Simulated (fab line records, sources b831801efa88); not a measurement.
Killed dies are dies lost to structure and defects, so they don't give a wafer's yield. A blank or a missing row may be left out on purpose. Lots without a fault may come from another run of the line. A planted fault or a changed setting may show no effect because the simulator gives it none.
Problem report in the 8D (eight disciplines) form, filled by code | flow sky130 | the parts of the form that need people (team, actions taken, sign-off) are left out

1. THE PROBLEM
cd_nm at SKY_METAL3_CD_MEAS_13 reads a mean of 267.5 nm on 3 wafers of 3 lots; wafers without a fault read 300.1 nm with a standard deviation of 1.4. That is -23 standard deviations from the usual mean.
The step: target cd 300 nm.
First seen on wafer L725.3, day 40 08:25, on cd_sem-02. The record holds 45 wafers of 15 lots with a number at this step. Rule for "out", or "out of limits": more than 4 standard deviations from the usual mean. The other wafers with a number count as sound.

2. WHAT IT IS AND WHAT IT IS NOT
question                    | is                     | is not
which readings at this step | cd_nm                  | -
which lots                  | L725, L729, L732       | L722, L724, L730, L735, L738, L739, L740, L741, L742, L743, L744, L745
which wafers of those lots  | L725.3, L729.3, L732.1 | L725.4, L725.5, L729.2, L729.5, L732.2, L732.4
read on which gauges        | cd_sem-01, cd_sem-02   | -
when                        | from day 40 08:25      | up to then (8 sound wafers); but 34 sound wafers of L729, L730, L732, L735, L738, L739, L740, L741, L742, L743, L744, L745 came after

3. SUSPECTS, AND WHAT RULES EACH OUT
Counting: a tool at a process step up to the reading stays a suspect if it ran every lot that is out. Sound lots after the first of them don't rule it out here, since some wafers of a struck lot are sound.
- the gauge at SKY_METAL3_CD_MEAS_13: ruled out. The wafers that are out were read on 2 gauges (cd_sem-01, cd_sem-02).
- krf_scanner-01 at SKY_METAL3_EXPOSE_10 (exposes mask MM3, target cd 300 nm): kept. It ran every lot that is out, first L725 (day 39 20:34); its last sound lot up to then is L724 (day 39 04:39).
Left after counting: krf_scanner-01 at SKY_METAL3_EXPOSE_10.

4. THE CAUSE (what the simulator had put in)
Process parameter drift: krf_scanner-01, from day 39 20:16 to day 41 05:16, at SKY_METAL3_EXPOSE_10. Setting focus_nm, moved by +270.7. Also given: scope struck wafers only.
Counting left only this tool.

5. THE CHAIN OF EFFECTS, in route order
Each row: a reading whose mean over the struck wafers that have a number lies more than 3 standard deviations from the usual. Only readings for which the record gives a usual standard deviation are gone through. hours: the time from each lot's start at the first step in this table that gives one to its start at this step, as a median over the lots. sigmas: the change in usual standard deviations.
hours | step                  | reading | usual    | on struck wafers | change | sigmas
0     | SKY_METAL3_CD_MEAS_13 | cd_nm   | 300.1 nm | 267.5            | -32.6  | -23

6. WHAT WOULD HAVE CAUGHT IT SOONER
In this record the first reading out of limits at a measuring or inspecting step was taken at day 40 08:25, 12 hours after the fault began at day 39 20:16.
Of the tool readings at SKY_METAL3_EXPOSE_10 for which the record gives a usual standard deviation, none was out on any struck wafer, so an alarm limit of 4 standard deviations on them would not have fired.
Of the lots that are out (3), L729, L732 began SKY_METAL3_EXPOSE_10 on krf_scanner-01 after day 40 08:25. A hold on the tool at that time would have spared those 2.
